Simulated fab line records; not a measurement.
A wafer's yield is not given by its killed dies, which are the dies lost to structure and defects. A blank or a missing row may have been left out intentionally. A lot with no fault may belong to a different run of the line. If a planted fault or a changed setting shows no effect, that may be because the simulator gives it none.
A single fault, viewed from 2 desks + flow gf180mcu + each desk holds nothing but its own numbers, with what lay behind them at the end

METROLOGY DESK
Means of the sampled wafers that have a number, per lot and without regard to the tool the lot ran on: this is what the gauges read. Marked OUT: a lot whose mean sits more than 4 standard deviations from the usual mean, which makes it out of limits; the brackets give that distance.
Columns: A = CONTACT_BOW at GF_CONTACT_BOW_MEAS_05, usual 65 um; B = cd nm at GF_CONTACT_CD_MEAS_14, usual 220.2 nm; C = CONTACT_OVL at GF_CONTACT_OVL_MEAS_15, usual 4 nm
| lot  | first seen here | A  | B     | C  |
|------|-----------------|----|-------|----|
| L219 | day 18 12:02    | 69 | 220.0 | 11 |
| L221 | day 19 00:56    | 81 | 220.2 | 4  |
| L226 | day 21 01:33    | 62 | 219.7 | 5  |
| L232 | day 22 18:59    | 64 | 219.8 | -3 |
| L233 | day 23 05:05    | 59 | 220.8 | 7  |
Result from this desk: across the 5 lots, nothing is out of limits.

TOOL OWNER'S DESK, rie diel-02
The tool's own readings at GF_CONTACT_ETCH_17 (etches SiO2 in C4F8/O2/Ar, stops on CoSi2, target depth 860 nm): means of the sampled wafers that have a number, for each lot that ran on this tool. Marked OUT: a lot whose mean sits more than 4 standard deviations from the usual mean, which makes it out of limits; the brackets give that distance.
Columns: A = oes product au at GF_CONTACT_ETCH_17, usual 0.814 a.u.; B = rf fwd power W at GF_CONTACT_ETCH_17, usual 1495 W
| lot  | first seen here | A     | B              |
|------|-----------------|-------|----------------|
| L219 | day 19 12:00    | 0.816 | 1496           |
| L226 | day 22 01:00    | 0.815 | 1422 (-15) OUT |
This desk's finding: out of limits on L226; first on L226, day 22 01:00 (rf fwd power W at GF_CONTACT_ETCH_17). In limits: L219.

TAKEN TOGETHER
The tool owner's desk had the chance to raise an alarm at day 22 01:00 on L226.
Nothing out of limits was seen by the metrology desk.
The metrology desk holds a record of L226, inside its limits.
Every lot named ran GF_CONTACT_ETCH_17 on rie diel-02.

WHAT THE SIMULATOR HAD PUT IN
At GF_CONTACT_ETCH_17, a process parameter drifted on rie diel-02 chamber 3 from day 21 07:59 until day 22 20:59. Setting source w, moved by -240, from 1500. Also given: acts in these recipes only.
Shown lots that were struck: L226.
Time in hours from fault onset to the first out-of-limits reading at each desk: the tool owner's desk, 17.
